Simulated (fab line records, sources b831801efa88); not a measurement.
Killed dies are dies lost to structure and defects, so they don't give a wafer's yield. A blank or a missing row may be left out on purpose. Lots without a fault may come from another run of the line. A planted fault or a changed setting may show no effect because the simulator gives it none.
Tool commonality check | flow gf180mcu | 11 lots, 33 wafers sampled

WHY IT WAS OPENED
At GF_PSD_RS_MEAS_14 the reading NSD_RS is flagged on 2 of 11 lots. Wafers without a fault read 46.11 ohm/sq, standard deviation 0.1.
Rule: a lot is flagged when every wafer of it that has a number lies more than 4 standard deviations from that mean, or none has a number. The other lots count as sound.

lot  | measured     | on            | NSD_RS (ohm/sq), wafer by wafer | flag
L910 | day 14 08:13 | film_metro-03 | 46.06 46.00 45.99               |
L911 | day 14 09:11 | film_metro-03 | 46.16 45.98 45.95               |
L915 | day 15 18:16 | film_metro-03 | 45.95 45.95 46.03               |
L917 | day 16 10:58 | film_metro-03 | 46.07 46.10 46.00               |
L919 | day 17 02:23 | film_metro-03 | 44.97 44.95 44.99               | FLAGGED
L920 | day 17 13:31 | film_metro-01 | 45.05 44.98 45.01               | FLAGGED
L926 | day 20 01:18 | film_metro-04 | 46.15 46.27 46.18               |
L928 | day 20 15:37 | film_metro-04 | 45.95 46.08 46.07               |
L930 | day 21 06:49 | film_metro-04 | 46.07 46.26 46.22               |
L931 | day 21 12:26 | film_metro-01 | 46.07 46.25 46.24               |
L932 | day 22 10:25 | film_metro-01 | 46.09 46.17 46.12               |
The numbers of the flagged lots are 44.99 ohm/sq on average: -1.12 ohm/sq against the usual, or -11 standard deviations.

WHICH TOOL RAN EACH LOT
The record holds 2 process steps before the reading, out of a route of 602 steps. In each cell: the tool, then ch and the chambers that the sampled wafers went through, then the start.
lot  | flag    | GF_HV_LDD_ETCHBACK_58              | GF_PSD_RTA_13
L910 |         | rie_diel-04 ch 0,2,3, day 12 16:18 | rtp_anneal-02 ch 0, day 14 08:08
L911 |         | rie_diel-03 ch 1,2,3, day 12 16:41 | rtp_anneal-01 ch 0, day 14 09:07
L915 |         | rie_diel-03 ch 0,2,3, day 13 23:43 | rtp_anneal-02 ch 0, day 15 18:10
L917 |         | rie_diel-01 ch 0,1,3, day 14 15:17 | rtp_anneal-02 ch 0, day 16 10:53
L919 | FLAGGED | rie_diel-03 ch 0,2, day 15 05:45   | rtp_anneal-02 ch 0, day 17 02:18
L920 | FLAGGED | rie_diel-04 ch 0,2,3, day 15 15:37 | rtp_anneal-02 ch 0, day 17 13:26
L926 |         | rie_diel-01 ch 0,1, day 18 01:16   | rtp_anneal-01 ch 0, day 20 01:13
L928 |         | rie_diel-04 ch 0,1,2, day 18 15:13 | rtp_anneal-02 ch 0, day 20 15:32
L930 |         | rie_diel-01 ch 0,2,3, day 19 05:45 | rtp_anneal-01 ch 0, day 21 06:43
L931 |         | rie_diel-03 ch 1,2,3, day 19 10:41 | rtp_anneal-02 ch 0, day 21 12:21
L932 |         | rie_diel-01 ch 0,2, day 20 10:04   | rtp_anneal-01 ch 0, day 22 10:20
What these steps do:
- GF_HV_LDD_ETCHBACK_58: etches Si3N4 in CH3F/O2, stops on SiO2, time 100 s, target depth 90 nm.
- GF_PSD_RTA_13: time 20 s.
- GF_PSD_RS_MEAS_14: measures by four-point-probe.

FLAGGED OVER TOTAL, TOOL BY TOOL (the gauges that took the reading come last)
step                  | tool          | lots run | flagged | share of the flagged lots | sound lots run after its first flagged lot
GF_HV_LDD_ETCHBACK_58 | rie_diel-01   | 4        | 0       | none                      | -
GF_HV_LDD_ETCHBACK_58 | rie_diel-03   | 4        | 1       | some                      | 1 (L931)
GF_HV_LDD_ETCHBACK_58 | rie_diel-04   | 3        | 1       | some                      | 1 (L928)
GF_PSD_RTA_13         | rtp_anneal-01 | 4        | 0       | none                      | -
GF_PSD_RTA_13         | rtp_anneal-02 | 7        | 2       | all                       | 2 (L928,L931)
GF_PSD_RS_MEAS_14     | film_metro-01 | 3        | 1       | some                      | 2 (L931,L932)
GF_PSD_RS_MEAS_14     | film_metro-03 | 5        | 1       | some                      | 0
GF_PSD_RS_MEAS_14     | film_metro-04 | 3        | 0       | none                      | -

WHAT THE TABLE ALLOWS
1 row of the table ran every flagged lot: rtp_anneal-02 at GF_PSD_RTA_13.
- rtp_anneal-02 at GF_PSD_RTA_13: 2 of its 7 lots flagged. Sound lots ran on it after the first flagged one (L928, L931), which a lasting fault on the whole tool wouldn't allow. Its own readings lie more than 4 standard deviations out on every wafer of the flagged lots: wafer_temp_C_max.
No row of the table ran every flagged lot and no sound lot after the first.

WHAT THE SIMULATOR HAD PUT IN
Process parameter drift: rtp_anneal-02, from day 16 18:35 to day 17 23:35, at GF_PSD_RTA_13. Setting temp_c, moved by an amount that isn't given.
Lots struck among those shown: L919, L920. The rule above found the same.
